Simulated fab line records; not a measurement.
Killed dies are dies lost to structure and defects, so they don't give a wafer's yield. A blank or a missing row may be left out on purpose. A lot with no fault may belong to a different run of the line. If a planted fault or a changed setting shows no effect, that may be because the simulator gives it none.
Matching of chambers    flow gf180mcu    GF_STI_ETCH_14 on rie si-02 has 4 sister chambers
The step etches Si in HBr/Cl2/O2, target depth 360 nm, time 102.9 s. 16 wafers are shown with their chamber, then 8 later ones without.

== WAFERS, EACH WITH ITS CHAMBER ==
wafer   chamber  drypump motor current A (A)  run length s (s)  oes product au (a.u.)
L467.1  1        6.1                          131.5             0.997
L467.2  2        6.2                          130.6             0.992
L467.4  0        5.7                          130.7             0.991
L470.1  1        6.1                          131.9             1.004
L470.3  2        6.2                          130.3             0.993
L470.6  3        5.6                          130.4             1.012
L472.3  0        5.7                          131.3             0.995
L472.4  2        6.2                          130.4             0.975
L472.6  3        5.6                          130.5             0.997
L474.2  1        6.1                          131.8             0.988
L474.3  2        6.2                          130.6             0.989
L474.6  3        5.6                          130.4             1.012
L475.2  1        6.1                          131.5             0.990
L475.5  0        5.8                          130.9             0.996
L475.6  1        6.2                          131.6             0.993
L476.1  1        6.1                          131.9             0.984

SIGNATURES (averages over the wafers above)
reading                  chamber 0  chamber 1  chamber 2  chamber 3  scatter within a chamber
drypump motor current A  5.733      6.117      6.200      5.600      0.0354
run length s             130.967    131.700    130.475    130.433    0.192
oes product au           0.99400    0.99267    0.98725    1.00700    0.00721
Rule: a wafer lies at a distance from a chamber equal to the root of the sum of squares, over the readings, of (its reading less the chamber's mean, divided by the reading's scatter). The wafer belongs to the nearest chamber; if the next one is less than 2 further off, it can't be placed. The scatter: the root of (the sum of the squares of (reading less its chamber's mean) over the shown wafers, divided by (wafers less chambers)).

== WAFERS MISSING THEIR CHAMBER ==
wafer   drypump motor current A (A)  run length s (s)  oes product au (a.u.)
L476.2  6.2                          130.2             0.993
L476.5  5.6                          130.6             0.999
L478.1  5.7                          130.9             1.011
L478.4  5.7                          131.1             1.004
L478.5  6.2                          130.6             0.989
L489.1  6.2                          130.6             0.977
L489.4  5.7                          130.9             0.993
L489.6  6.2                          130.5             0.980

== WHICH CHAMBER EACH ONE RAN IN ==
wafer   from the rows above      in truth
L476.2  2                        2
L476.5  3                        3
L478.1  can't be placed: 0 or 3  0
L478.4  0                        0
L478.5  2                        2
L489.1  2                        2
L489.4  0                        0
L489.6  2                        2
Correctly placed: 7 of 8. Cannot be placed on the basis of these rows: 1; the candidates contain the true chamber in 1. 0 placed wrongly.
